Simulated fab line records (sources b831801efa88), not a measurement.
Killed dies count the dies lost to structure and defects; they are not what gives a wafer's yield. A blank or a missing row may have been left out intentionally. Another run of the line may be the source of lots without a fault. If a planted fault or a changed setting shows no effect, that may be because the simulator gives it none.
Shared-tool check -- flow sky130 -- Sampled: 13 lots, 39 wafers

## REASON FOR OPENING
2 of 13 lots carry a flag on the reading NWELL_RS at SKY_NWELL_RS_MEAS_29. Fault-free wafers read 624.7 ohm/sq, with a standard deviation of 1.7.
Rule: flag the lot when none of its wafers has a number, or when each of its wafers that has one lies beyond 4 standard deviations from that mean. All remaining lots are regarded as sound.

lot,measured,on,"NWELL_RS (ohm/sq), wafer by wafer",flag
L578,day 5 14:46,film metro-04,627.1 627.7 627.3,
L580,day 6 02:28,film metro-03,626.9 626.2 625.3,
L581,day 6 11:43,film metro-03,623.4 623.0 623.0,
L582,day 6 16:28,film metro-02,625.8 624.3 624.5,
L586,day 7 11:38,film metro-04,627.6 626.6 628.7,
L587,day 7 14:35,film metro-02,615.0 616.6 616.9,FLAGGED
L588,day 7 23:02,film metro-02,623.9 624.6 625.5,
L589,day 8 06:00,film metro-03,616.5 617.2 615.4,FLAGGED
L591,day 8 15:29,film metro-02,625.8 627.9 624.8,
L593,day 9 22:49,film metro-02,625.4 624.9 624.1,
L596,day 10 10:31,film metro-02,624.4 624.3 623.9,
L597,day 10 21:23,film metro-03,621.7 624.1 623.9,
L600,day 12 13:48,film metro-04,624.1 625.4 626.6,
The numbers of the flagged lots are 616.3 ohm/sq on average: -8.4 ohm/sq against the usual, or -5 standard deviations.

## EACH LOT AND THE TOOL IT RAN ON
The record keeps 1 process step preceding the reading, out of 708 steps on the route. Every cell lists first the tool, next ch and the chambers used by the sampled wafers, and last the start.
lot,flag,SKY_NWELL_IMPLANT_13
L578,,"implanter-03 ch 0, day 4 20:23"
L580,,"implanter-01 ch 0, day 5 07:03"
L581,,"implanter-01 ch 0, day 5 16:15"
L582,,"implanter-02 ch 0, day 5 21:32"
L586,,"implanter-03 ch 0, day 6 18:32"
L587,FLAGGED,"implanter-02 ch 0, day 6 21:53"
L588,,"implanter-03 ch 0, day 7 06:04"
L589,FLAGGED,"implanter-02 ch 0, day 7 09:57"
L591,,"implanter-03 ch 0, day 7 17:35"
L593,,"implanter-03 ch 0, day 9 00:35"
L596,,"implanter-03 ch 0, day 9 12:12"
L597,,"implanter-03 ch 0, day 9 23:11"
L600,,"implanter-01 ch 0, day 11 13:51"
What the steps here do:
- SKY_NWELL_IMPLANT_13
- SKY_NWELL_RS_MEAS_29: measures by four-point-probe.

## FLAGGED OVER TOTAL, TOOL BY TOOL (the gauges that took the reading come last)
step,tool,lots run,flagged,share of the flagged lots,sound lots run after its first flagged lot
SKY_NWELL_IMPLANT_13,implanter-01,3,0,none,-
SKY_NWELL_IMPLANT_13,implanter-02,3,2,all,0
SKY_NWELL_IMPLANT_13,implanter-03,7,0,none,-
SKY_NWELL_RS_MEAS_29,film metro-02,6,1,some,"4 (L588,L591,L593,L596)"
SKY_NWELL_RS_MEAS_29,film metro-03,4,1,some,1 (L597)
SKY_NWELL_RS_MEAS_29,film metro-04,3,0,none,-

## WHAT IS ALLOWED BY THE TABLE
Rows of the table that ran each flagged lot: 1, that is implanter-02 at SKY_NWELL_IMPLANT_13.
- implanter-02 at SKY_NWELL_IMPLANT_13 ran 3 lots, 2 of them flagged. Its last sound lot is L582 (day 5 21:32), its first flagged lot L587 (day 6 21:53): a fault that began between those two fits. Its own readings lie more than 4 standard deviations out on every wafer of the flagged lots: dose ions cm2, faraday current uA.
Left over: one tool, implanter-02 at SKY_NWELL_IMPLANT_13.

## WHAT THE SIMULATOR PUT IN
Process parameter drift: implanter-02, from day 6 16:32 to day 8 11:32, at SKY_NWELL_IMPLANT_13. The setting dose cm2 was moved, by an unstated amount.
Struck lots among those shown: L587, L589. The rule above reached the same finding.
